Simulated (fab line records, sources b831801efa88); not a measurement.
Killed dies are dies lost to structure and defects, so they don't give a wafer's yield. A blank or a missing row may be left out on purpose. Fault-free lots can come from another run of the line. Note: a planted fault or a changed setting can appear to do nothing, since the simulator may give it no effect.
A struck lot beside a sound one + flow sky130 + 22 steps out of a route of 708
Sound: these wafers, L849.1, L849.2, L849.5. Wafers struck: L860.2, L860.3, L860.6. Last of all comes the cause.
For every step that has rows: the tool of each side, followed by ch and its chambers, followed by its first start. Under that, the readings that differ: sound wafers + struck wafers + difference of the means + sigmas: that difference in standard deviations of wafers without a fault.
alike: readings whose means differ by less than 2 such deviations, and words and numbers that are the same on both sides. not compared: withheld readings, readings that some wafer has no value for, bounds like >300 that may hide the same value, and numbers for which the record gives no deviation and whose values overlap.
The two part at a step that has a row with sigmas, a row that says differs or no value, or rows on one side only. Non-overlapping numbers with no deviation appear without sigmas and do not part them. Lack of a reading on every wafer of one side parts them only where that side has two or more wafers.

first, 5 steps without rows for these wafers: SKY_POLY_CUT_COAT_03 (resist thk 450 nm); SKY_POLY_CUT_SOFTBAKE_04 (time 90 s); SKY_POLY_CUT_EXPOSE_05 (exposes mask NPCM, target cd 270 nm); SKY_POLY_CUT_PEB_06; SKY_POLY_CUT_DEVELOP_07 (develop time 60 s).
SKY_POLY_CUT_CD_MEAS_08: the cd target is 270 nm.
  struck on cd_sem-01, day 28 04:07; sound on cd_sem-01, day 24 11:05
  alike: cd_nm
SKY_POLY_CUT_OVL_MEAS_09:
  struck on overlay-02, day 28 04:13; sound on overlay-02, day 24 11:12
  alike: POLY_CUT_OVL
SKY_POLY_CUT_ETCH_10: etches BARC in N2/H2, stops on SiO2, time 45.9 s, target depth 60 nm.
  sound on rie_diel-03 ch 0,2,3, day 24 11:14; struck on rie_diel-01 ch 1,3, day 28 04:15
  alike: drypump_motor_current_A, oes_product_au, throttle_valve_pct
  not compared: rf_hours_counter_h
SKY_POLY_CUT_ETCH_11: etches Si3N4 in CF4/CH2F2/Ar, stops on poly-Si, time 42.5 s, target depth 60 nm.
  sound on rie_diel-03 ch 0,2,3, day 24 11:17; struck on rie_diel-01 ch 1,3, day 28 04:17
  alike: drypump_motor_current_A, oes_product_au, throttle_valve_pct
  not compared: rf_hours_counter_h
SKY_POLY_CUT_STRIP_12: strips in O2/N2.
  sound on plasma_asher-02 ch 0,1, day 24 11:19; struck on plasma_asher-01 ch 0,1, day 28 04:20
  alike: drypump_motor_current_A, oes_product_au, strip_time_to_endpoint_s
  not compared: rf_hours_counter_h
then, 2 steps without rows for these wafers: SKY_SD_P_DEHYDRATE_00 (time 60 s); SKY_SD_P_HMDS_01 (prime time 60 s).
SKY_SD_P_COAT_02: resist thk 1140 nm.
  sound on litho_track-04 ch 0, day 25 02:06; struck on litho_track-03 ch 0, day 28 17:37
| reading                                   | sound          | struck            | difference | sigmas |
|-------------------------------------------|----------------|-------------------|------------|--------|
| model.NOVOLAK_of_SD_P_COAT_02.thk_nm (nm) | 1136 1137 1136 | 601.5 602.4 604.4 | -533.6     |        |
  alike: dispense_pressure_kPa, resist_line_temp_C
then, 3 steps without rows for these wafers: SKY_SD_P_SOFTBAKE_03 (time 60 s); SKY_SD_P_EXPOSE_04 (exposes mask PSDM, target cd 380 nm); SKY_SD_P_PEB_05.
SKY_SD_P_DEVELOP_06: develop time 60 s.
  sound on litho_track-03 ch 0, day 25 17:20; struck on litho_track-03 ch 0, day 29 07:46
| reading                                   | sound          | struck        | difference | sigmas |
|-------------------------------------------|----------------|---------------|------------|--------|
| model.NOVOLAK_of_SD_P_COAT_02.thk_nm (nm) | 1135 1137 1135 | 601.1 602 604 | -533.3     |        |
  alike: resist_line_temp_C
SKY_SD_P_CD_MEAS_07: the cd target is 380 nm.
  struck on cd_sem-01, day 29 07:55; sound on cd_sem-02, day 25 17:29
| reading    | sound             | struck            | difference | sigmas |
|------------|-------------------|-------------------|------------|--------|
| cd_nm (nm) | 383.0 380.7 384.9 | 451.3 448.4 446.4 | +65.8      | +27    |
SKY_SD_P_OVL_MEAS_08:
  struck on overlay-02, day 29 08:01; sound on overlay-01, day 25 17:37
  alike: SD_P_OVL
next, for these wafers, 1 step has no rows: SKY_SD_P_IMPLANT_09.
SKY_SD_P_STRIP_10: strips in O2/N2.
  sound on plasma_asher-04 ch 0,1, day 25 17:47; struck on plasma_asher-03 ch 0,1, day 29 08:11
| reading                      | sound             | struck            | difference | sigmas      |
|------------------------------|-------------------|-------------------|------------|-------------|
| oes_product_au (a.u.)        | 0.621 0.623 0.621 | 0.552 0.556 0.549 | -0.069     | -17         |
| strip_time_to_endpoint_s (s) | 17.43 17.45 17.42 | 11.33 11.35 11.37 | -6.08      | -99 or more |
  alike: drypump_motor_current_A
  not compared: rf_hours_counter_h
SKY_SD_P_TW_MEAS_11:
  struck on film_metro-02, day 29 08:18; sound on film_metro-04, day 25 17:53
| reading | sound          | struck         | difference | sigmas |
|---------|----------------|----------------|------------|--------|
| SD_P_TW | 2861 2884 2853 | 2827 2811 2809 | -50        | -3     |

WHERE THEY PART
Last at SKY_SD_P_TW_MEAS_11 as far as this record goes, first at SKY_SD_P_CD_MEAS_07.

WHY: what had been put in by the simulator
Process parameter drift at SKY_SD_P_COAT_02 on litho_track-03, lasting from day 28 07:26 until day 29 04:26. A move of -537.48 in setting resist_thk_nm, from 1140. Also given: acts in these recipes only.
